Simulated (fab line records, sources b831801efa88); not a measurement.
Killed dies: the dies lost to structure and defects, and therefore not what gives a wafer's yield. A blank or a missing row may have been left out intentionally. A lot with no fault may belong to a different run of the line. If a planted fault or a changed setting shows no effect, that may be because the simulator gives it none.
fab line records	flow sky130
record: lots: 12	wafers: 34	lastDay: 50
route steps=708 shown POLY_CUT@319 LI_CONTACT@364 PAD_OPEN@708
lots with no fault: from the same line, run without faults
startH: start of the lot's first displayed wafer, in hours after the record's first day	waitH: hours from the lot's prior step to this one	" repeats the value in the row above	L1.1+2: a single row standing in for several wafers	- either no value or no given start	* or withheld: withheld	< > ~ a bound
route shown NAME@n: names a module that has steps shown in the file, with the first one's number in the route	usual: average and standard deviation across the fault-free wafers	same: alike in all rows	chamber/n: place in a boat	sites: per-site readings	_std_site: the values' standard deviation	_edge_site: outer sites' mean less inner sites'	radiusMm: for every site, how far away it sits from the centre of the wafer	mask NAME#n: copy n	behind: tool/chamber where the wafer was last shaped	hold: cause of the lot's hold/its duration in hours/its outcome	device: names the non-switching transistor (n, p or np)	end of line: tests run on the same wafers once the route is complete	a step without rows: its recipe alone	killed: dies that structure and defects cost at the first sort, which is not the same as the wafer's yield	map: dies across one wafer; x = killed, . = not, _ = none there
set.NAME: the run value of the setting; set.NAME@STEP: its run value at that earlier step	model.NAME: the simulator's own value behind a step, which no gauge read
the route's steps for a sample of lots (tables are steps, rows are wafers)
services: a tool's chamber out of use, with start hour (startH, from the record's first day; less than 0 if before it), hours out, and reason
== steps ==
step: SKY_POLY_CUT_STRIP_12
recipe: chemistry: O2/N2	powerW: 1400	pressureMtorr: 1500	platenTempC: withheld	o2FlowSccm: 3000	n2FlowSccm: 300	overashFraction: 0.5
usual: drypumpMotorCurrentA: 5.6/0.47	n2FlowSccm: 299.9/0.89	oesProductAu: 0.452/0.0047	stripTimeToEndpointS: 5.365/0.016
lot.wafer	tool	chamber	startH	waitH	drypumpMotorCurrentA	n2FlowSccm	oesProductAu	rfHoursCounterH	stripTimeToEndpointS
L161.3	plasmaAsher-04	1	575.09	0.1	5.9	299.0	0.449	-	5.333
L161.4	"	0	"	"	5.7	299.1	0.442	-	5.352
L161.5	"	0	"	"	5.7	299.0	0.447	-	5.362
L162.4	plasmaAsher-04	0	579.54	0.1	5.6	299.6	0.450	-	5.366
L162.5	"	1	"	"	5.8	299.3	0.448	-	5.366
L164.1	plasmaAsher-04	0	615.01	0.0	5.7	299.0	0.454	48	5.350
L164.3	"	1	"	"	5.8	299.6	0.461	-	5.367
L173.1	plasmaAsher-04	1	681.69	0.0	5.8	300.0	0.451	55	5.368
L173.3	"	1	"	"	5.8	299.2	0.454	-	5.396
L173.5	"	0	"	"	5.7	299.7	0.448	-	5.364
L175.3	plasmaAsher-03	1	699.89	0.1	5.4	300.4	0.458	-	5.357
L175.4	"	0	"	"	6.4	299.4	0.453	-	5.368
L175.6	"	1	"	"	5.4	299.9	0.451	-	5.380
L174.3	plasmaAsher-03	0	702.18	0.1	6.4	300.2	0.456	-	5.388
L174.5	"	0	"	"	6.4	299.9	0.464	-	5.391
L174.6	"	1	"	"	5.4	300.6	0.459	-	5.402
L176.3	plasmaAsher-02	1	708.08	0.1	5.6	300.0	0.458	-	5.398
L176.4	"	0	"	"	4.9	300.6	0.452	-	5.399
L176.6	"	1	"	"	5.6	300.0	0.448	-	5.399
L177.1	plasmaAsher-03	1	708.39	0.0	5.4	300.1	0.456	103	5.347
L177.5	"	1	"	"	5.4	300.3	0.453	-	5.338
L177.6	"	0	"	"	6.4	299.6	0.450	-	5.343
L178.2	plasmaAsher-02	1	714.21	0.0	5.6	300.7	0.456	90	5.359
L178.4	"	0	"	"	4.9	300.7	0.442	-	5.345
L178.6	"	1	"	"	5.6	300.1	0.451	-	5.355
L179.3	plasmaAsher-04	0	723.23	0.1	5.6	300.3	0.453	-	5.361
L179.5	"	0	"	"	5.6	299.3	0.447	-	5.343
L179.6	"	1	"	"	5.8	299.4	0.454	-	5.348
L180.2	plasmaAsher-02	1	725.11	0.0	5.6	303.4	0.459	91	5.359
L180.4	"	1	"	"	5.6	301.2	0.459	-	5.346
L180.6	"	1	"	"	5.6	302.0	0.450	-	5.345
L181.1	plasmaAsher-02	1	742.70	0.0	5.6	300.7	0.451	93	5.370
L181.3	"	1	"	"	5.6	301.5	0.456	-	5.377
L181.4	"	0	"	"	4.9	300.2	0.457	-	5.373
step: SKY_LI_CONTACT_CMP_02
recipe: material: PSG	downForcePsi: 4	platenRpm: 60	padVelocityMS: 0.94248
usual: edgeZonePressureFrac: 1.000/0.0052	motorCurrentA: 12.2/1.3	timeToEndpointS: 30.9/2.6
lot.wafer	tool	chamber	startH	waitH	edgeZonePressureFrac	motorCurrentA	timeToEndpointS
L161.4	cmp-01	3	663.11	0.0	0.997	11.6	36.9
L161.3	"	1	"	"	0.997	14.2	31.3
L161.5	"	3	"	"	1.007	11.3	34.8
L162.4	cmp-02	1	669.84	0.0	1.012	11.8	26.3
L162.5	"	1	"	"	1.004	11.9	27.8
L164.1	cmp-01	3	701.24	0.1	0.996	11.5	31.2
L164.3	"	0	"	"	1.004	11.3	32.6
L173.1	cmp-01	3	765.98	0.1	0.995	11.6	35.6
L173.3	"	1	"	"	0.998	14.6	31.5
L173.5	"	0	"	"	0.997	10.9	32.6
L175.3	cmp-02	3	785.51	0.1	1.005	12.6	30.7
L175.4	"	0	"	"	0.995	10.9	29.1
L175.6	"	3	"	"	1.004	13.7	29.2
L174.3	cmp-01	0	786.30	0.0	1.005	11.4	29.2
L174.6	"	0	"	"	1.007	11.0	27.8
L174.5	"	1	"	"	1.004	14.9	25.1
L176.4	cmp-01	1	791.87	0.3	0.998	14.6	25.9
L176.3	"	0	"	"	1.000	10.9	29.0
L176.6	"	1	"	"	1.007	14.3	24.1
L177.1	cmp-02	0	792.27	0.1	1.000	10.8	34.3
L177.5	"	3	"	"	0.999	12.9	29.5
L177.6	"	0	"	"	1.004	10.8	33.1
L178.4	cmp-01	2	796.18	0.1	0.999	12.0	29.9
L178.2	"	0	"	"	1.000	11.0	31.5
L178.6	"	1	"	"	1.007	14.0	28.1
L179.3	cmp-02	1	804.44	0.1	0.994	11.2	26.6
L179.5	"	3	"	"	1.000	13.2	28.3
L179.6	"	0	"	"	0.993	10.8	29.2
L180.4	cmp-02	1	807.30	0.1	1.003	12.0	27.8
L180.2	"	3	"	"	0.998	13.5	30.3
L180.6	"	1	"	"	0.995	11.5	29.3
L181.1	cmp-02	1	824.68	0.1	0.997	12.0	29.7
L181.3	"	2	"	"	1.006	14.0	32.4
L181.4	"	0	"	"	0.999	11.2	31.7
step: SKY_LI_CONTACT_EXPOSE_09
recipe: maskId: LICM1	na: 0.8	sourceShape: annular	sigmaInner: 0.55	sigmaOuter: 0.85	targetCdNm: 170	doseMj: 38
usual: focusOffsetNm: 0.0/0.5
lot.wafer	tool	chamber	startH	waitH	mask	focusOffsetNm
L161.3	krfScanner-02	0	677.55	-	LICM1#0	-0.2
L161.4	"	0	"	"	LICM1#0	-0.5
L161.5	"	0	"	"	LICM1#0	0.0
L162.4	krfScanner-02	0	681.98	-	LICM1#0	-0.6
L162.5	"	0	"	"	LICM1#0	-0.2
L164.1	krfScanner-02	0	714.90	-	LICM1#0	1.0
L164.3	"	0	"	"	LICM1#0	-0.1
L173.1	krfScanner-02	0	780.56	-	LICM1#0	0.3
L173.3	"	0	"	"	LICM1#0	0.1
L173.5	"	0	"	"	LICM1#0	-0.3
L175.3	krfScanner-01	0	798.57	-	LICM1#0	0.3
L175.4	"	0	"	"	LICM1#0	0.3
L175.6	"	0	"	"	LICM1#0	0.0
L174.3	krfScanner-02	0	799.37	-	LICM1#0	0.6
L174.5	"	0	"	"	LICM1#0	1.0
L174.6	"	0	"	"	LICM1#0	0.8
L176.3	krfScanner-02	0	805.80	-	LICM1#0	0.0
L176.4	"	0	"	"	LICM1#0	0.2
L176.6	"	0	"	"	LICM1#0	-0.7
L177.1	krfScanner-02	0	805.91	-	LICM1#0	-0.4
L177.5	"	0	"	"	LICM1#0	-0.1
L177.6	"	0	"	"	LICM1#0	0.0
L178.2	krfScanner-02	0	810.18	-	LICM1#0	-0.5
L178.4	"	0	"	"	LICM1#0	0.7
L178.6	"	0	"	"	LICM1#0	0.4
L179.3	krfScanner-02	0	818.50	-	LICM1#0	-0.1
L179.5	"	0	"	"	LICM1#0	-0.1
L179.6	"	0	"	"	LICM1#0	-0.2
L180.2	krfScanner-02	0	821.33	-	LICM1#0	0.2
L180.4	"	0	"	"	LICM1#0	-0.7
L180.6	"	0	"	"	LICM1#0	0.3
L181.1	krfScanner-01	0	838.53	-	LICM1#0	-0.4
L181.3	"	0	"	"	LICM1#0	0.6
L181.4	"	0	"	"	LICM1#0	0.0
step: SKY_LI_CONTACT_CD_MEAS_12
recipe: targetCdNm: 170
usual: cdNm: 170.5/1.8
lot.wafer	tool	chamber	startH	waitH	hold	cdNm
L161.3	cdSem-01	-	691.56	-	awaitDispo/0.2h/release	172.9
L161.4	"	-	"	"	awaitDispo/0.2h/release	157.3
L161.5	"	-	"	"	awaitDispo/0.2h/release	173.5
L161.3	cdSem-01	-	691.85	0.3	-	172.7
L161.4	"	-	"	"	-	157.0
L161.5	"	-	"	"	-	173.9
L162.4	cdSem-02	-	695.72	-	awaitDispo/0.2h/release	155.3
L162.5	"	-	"	"	awaitDispo/0.2h/release	172.4
L162.4	cdSem-02	-	696.00	0.3	-	155.6
L162.5	"	-	"	"	-	172.3
L164.1	cdSem-02	-	728.92	-	awaitDispo/0.2h/release	155.7
L164.3	"	-	"	"	awaitDispo/0.2h/release	172.6
L164.1	cdSem-02	-	729.21	0.3	-	155.7
L164.3	"	-	"	"	-	172.1
L173.1	cdSem-02	-	793.42	-	-	169.1
L173.3	"	-	"	"	-	170.2
L173.5	"	-	"	"	-	169.3
L175.3	cdSem-02	-	812.16	-	-	172.2
L175.4	"	-	"	"	-	173.7
L175.6	"	-	"	"	-	173.1
L174.3	cdSem-01	-	813.35	-	-	169.4
L174.5	"	-	"	"	-	169.9
L174.6	"	-	"	"	-	168.5
L176.3	cdSem-01	-	819.35	-	-	168.0
L176.4	"	-	"	"	-	166.7
L176.6	"	-	"	"	-	168.0
L177.1	cdSem-01	-	819.43	-	-	172.8
L177.5	"	-	"	"	-	172.6
L177.6	"	-	"	"	-	172.9
L178.2	cdSem-02	-	823.33	-	-	171.6
L178.4	"	-	"	"	-	172.2
L178.6	"	-	"	"	-	170.9
L179.3	cdSem-01	-	830.76	-	-	170.3
L179.5	"	-	"	"	-	170.2
L179.6	"	-	"	"	-	170.9
L180.2	cdSem-02	-	834.13	-	-	168.9
L180.4	"	-	"	"	-	167.6
L180.6	"	-	"	"	-	166.6
L181.1	cdSem-02	-	851.27	-	-	168.4
L181.3	"	-	"	"	-	169.2
L181.4	"	-	"	"	-	168.8
step: SKY_LI_CONTACT_ETCH_15
recipe: target: PSG	chemistry: C4F8/O2/Ar	stopOn: Si	taperDeg: 4.15	maskMaterial: KrF-thick	sourceW: 1500	biasW: 1200	pressureMtorr: 40	c4f8FlowSccm: withheld	O2_flow_sccm: 6	Ar_flow_sccm: 300	timeS: withheld	targetDepthA: 6000
usual: oesProductAu: 0.838/0.0045
lot.wafer	tool	chamber	startH	waitH	oesProductAu
L161.3	rieDiel-01	3	694.06	0.0	0.840
L161.4	"	2	"	"	0.840
L161.5	"	3	"	"	0.838
L162.4	rieDiel-03	0	698.57	0.0	0.835
L162.5	"	0	"	"	0.832
L164.1	rieDiel-01	2	731.20	0.0	0.834
L164.3	"	0	"	"	0.841
L173.1	rieDiel-03	3	793.62	0.0	0.834
L173.3	"	2	"	"	0.832
L173.5	"	0	"	"	0.842
L175.3	rieDiel-02	3	812.32	0.0	0.837
L175.4	"	1	"	"	0.833
L175.6	"	0	"	"	0.840
L174.3	rieDiel-01	1	813.50	0.0	0.838
L174.5	"	3	"	"	0.837
L174.6	"	2	"	"	0.840
L176.3	rieDiel-02	1	819.50	0.0	0.834
L176.4	"	0	"	"	0.833
L176.6	"	1	"	"	0.832
L177.1	rieDiel-01	1	819.62	0.0	0.842
L177.5	"	3	"	"	0.838
L177.6	"	2	"	"	0.841
L178.2	rieDiel-01	0	823.51	0.0	0.836
L178.4	"	2	"	"	0.836
L178.6	"	0	"	"	0.842
L179.3	rieDiel-02	1	830.92	0.0	0.836
L179.5	"	2	"	"	0.843
L179.6	"	1	"	"	0.836
L180.2	rieDiel-02	1	834.31	0.0	0.833
L180.4	"	3	"	"	0.834
L180.6	"	2	"	"	0.834
L181.1	rieDiel-01	3	851.47	0.0	0.845
L181.3	"	0	"	"	0.838
L181.4	"	3	"	"	0.842
step: SKY_PAD_OPEN_PROBE_99
usual: killed_at_M0_to_M3: 42/7.1	killed_at_M4_up: 3.3/1.9	killedAtContacts: 24/5	killedAtFrontEnd: 15/4.7	killedAtOther: 0.3/0.61	killedDies: 86/9.6	killedOnRim: 17/3.8	killedOpen: 47/7.5	killedShort: 38/6.6
same: grossDies: 492	killedAtBackSide: 0
lot.wafer	tool	chamber	startH	waitH	killed_at_M0_to_M3	killed_at_M4_up	killedAtContacts	killedAtFrontEnd	killedAtOther	killedDies	killedOnRim	killedOpen	killedShort
L161.3	prober-02	-	1087.45	0.2	48	3	21	8	1	81	14	36	45
L162.4	prober-01	-	1088.98	0.2	39	5	23	21	1	89	15	45	42
L164.1	prober-01	-	1115.04	0.1	51	5	30	12	0	98	18	55	42
L174.3	prober-02	-	1175.87	0.2	54	3	16	18	0	91	11	49	41
L174.5	prober-02	-	1175.97	0.2	35	4	29	14	1	83	15	36	47
L174.6	prober-02	-	1176.02	0.2	38	1	25	26	0	90	19	49	41
L177.1	prober-02	-	1179.25	0.1	35	0	28	21	0	84	15	51	33
L177.5	prober-02	-	1179.45	0.2	40	5	25	16	0	86	23	49	37
L177.6	prober-02	-	1179.50	0.2	33	3	26	19	0	81	10	43	38
L178.2	prober-01	-	1181.29	0.1	51	1	22	12	0	86	16	41	45
L178.4	prober-01	-	1181.39	0.2	47	4	28	17	1	97	18	55	41
L178.6	prober-01	-	1181.49	0.2	46	2	25	20	0	93	19	49	44
killed by level:class
L161.3 METAL2:geometricParticle:short=10 METAL1:geometricParticle:short=8 VIA2:geometricParticle:open=7 CONTACT:geometricParticle:open=7 LI_CONTACT:geometricParticle:open=7 VIA1:geometricParticle:open=6 VIA1:geometricParticle:short=5 LI_CONTACT:geometricParticle:short=3
L162.4 VIA1:geometricParticle:open=10 FIELD_ISO:geometricParticle:open=7 CONTACT:geometricParticle:open=7 VIA2:geometricParticle:open=7 METAL1:geometricParticle:short=6 METAL2:geometricParticle:short=6 LI_CONTACT:geometricParticle:open=5 FIELD_ISO:geometricParticle:short=4
L164.1 LI_CONTACT:geometricParticle:open=12 CONTACT:geometricParticle:open=10 VIA1:geometricParticle:open=10 METAL2:geometricParticle:short=8 VIA3:geometricParticle:open=6 METAL1:geometricParticle:short=5 VIA2:geometricParticle:open=5 POLY_GATE:geometricParticle:short=4
L174.3 VIA2:geometricParticle:open=11 FIELD_ISO:geometricParticle:open=8 VIA3:geometricParticle:open=8 METAL1:geometricParticle:short=7 METAL2:geometricParticle:short=6 VIA2:geometricParticle:short=5 LOCAL_INTERCONNECT:geometricParticle:short=4 CONTACT:geometricParticle:open=4
L174.5 LOCAL_INTERCONNECT:geometricParticle:short=9 CONTACT:geometricParticle:open=9 FIELD_ISO:geometricParticle:short=7 VIA1:geometricParticle:open=7 LI_CONTACT:geometricParticle:open=5 VIA2:geometricParticle:open=5 CONTACT:geometricParticle:short=5 METAL2:geometricParticle:short=5
L174.6 CONTACT:geometricParticle:open=11 VIA1:geometricParticle:open=10 FIELD_ISO:geometricParticle:short=7 FIELD_ISO:geometricParticle:open=5 LOCAL_INTERCONNECT:geometricParticle:short=5 METAL1:geometricParticle:short=5 VIA2:geometricParticle:open=5 POLY_GATE:geometricParticle:open=4
L177.1 CONTACT:geometricParticle:open=10 VIA1:geometricParticle:open=8 LI_CONTACT:geometricParticle:open=8 POLY_GATE:geometricParticle:open=7 VIA3:geometricParticle:open=7 METAL2:geometricParticle:short=5 FIELD_ISO:geometricParticle:open=4 LOCAL_INTERCONNECT:geometricParticle:short=4
L177.5 VIA1:geometricParticle:open=10 CONTACT:geometricParticle:open=9 VIA1:geometricParticle:short=7 LI_CONTACT:geometricParticle:open=6 VIA3:geometricParticle:open=6 METAL2:geometricParticle:short=4 VIA2:geometricParticle:short=4 FIELD_ISO:geometricParticle:open=3
L177.6 LI_CONTACT:geometricParticle:open=9 CONTACT:geometricParticle:open=8 METAL2:geometricParticle:short=7 VIA3:geometricParticle:open=7 VIA1:geometricParticle:open=6 FIELD_ISO:geometricParticle:short=5 FIELD_ISO:geometricParticle:open=4 CONTACT:geometricParticle:short=4
L178.2 LI_CONTACT:geometricParticle:open=8 METAL1:geometricParticle:short=8 VIA1:geometricParticle:short=8 VIA1:geometricParticle:open=7 CONTACT:geometricParticle:open=5 VIA2:geometricParticle:short=5 LI_CONTACT:geometricParticle:short=5 METAL2:geometricParticle:short=5
L178.4 CONTACT:geometricParticle:open=14 VIA1:geometricParticle:open=11 VIA2:geometricParticle:open=9 FIELD_ISO:geometricParticle:short=8 VIA3:geometricParticle:open=8 METAL1:geometricParticle:short=6 METAL2:geometricParticle:short=6 LI_CONTACT:geometricParticle:open=5
L178.6 CONTACT:geometricParticle:open=12 VIA1:geometricParticle:open=9 VIA2:geometricParticle:open=8 METAL2:geometricParticle:short=7 FIELD_ISO:geometricParticle:open=5 VIA3:geometricParticle:open=5 CONTACT:geometricParticle:short=5 VIA1:geometricParticle:short=5
== services ==
tool	chamber	startH	hours	kind
krfScanner-02	-	554.24	1.3	pm
cmp-02	-	572.23	4.0	pm
rieDiel-01	0	580.98	8.6	repair
cmp-01	-	587.07	2.0	repair
cmp-01	-	589.91	0.5	repair
cmp-01	-	592.65	1.9	repair
rieDiel-01	1	612.01	3.2	repair
rieDiel-01	2	612.99	7.9	repair
cmp-02	-	616.71	1.1	repair
cmp-01	-	634.24	20.3	repair
cmp-02	-	635.63	7.8	repair
krfScanner-02	-	643.44	1.0	pm
rieDiel-01	-	651.72	25.0	repair
cmp-02	-	654.66	5.9	pm
rieDiel-01	3	674.56	1.4	repair
krfScanner-02	-	709.85	0.8	pm
rieDiel-01	-	725.40	2.8	pm
krfScanner-02	-	728.37	1.3	pm
cmp-01	-	744.11	4.0	pm
cmp-01	-	748.11	4.8	pm
krfScanner-02	-	792.30	0.2	repair
krfScanner-02	-	803.82	1.6	repair
krfScanner-02	-	812.45	1.0	pm
krfScanner-02	-	832.29	12.9	repair
== key ==
firstSign: step: SKY_LI_CONTACT_CD_MEAS_12	reading: visit	direction: added
effect: step: SKY_LI_CONTACT_CD_MEAS_12	reading: cdNm	direction: down	sigmas: 8.1	usual: 170.5	struck: 156.1
metAt SKY_LI_CONTACT_EXPOSE_09
struckLots L161,L162,L164
struckWafers L161.4,L162.4,L164.1
testerLeftOut L161,L162,L164
notActingAt SKY_POLY_CUT_STRIP_12,SKY_LI_CONTACT_CMP_02,SKY_LI_CONTACT_ETCH_15
fault: kind: processParameterDrift	tool: krfScanner-02	chamber: -	onsetH: 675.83	steps: SKY_LI_CONTACT_EXPOSE_09	channel: focusNm	offset: 188.7	shape: step	endH: 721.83	scope: struckWafersOnly
testerLeftOut: of these lots the tester's yield and bins aren't shown, on N5 and GAA mostly nor the transistor test; their killed dies are dies lost to structure and defects alone, not to doping, threshold or leakage, so they don't give the yield
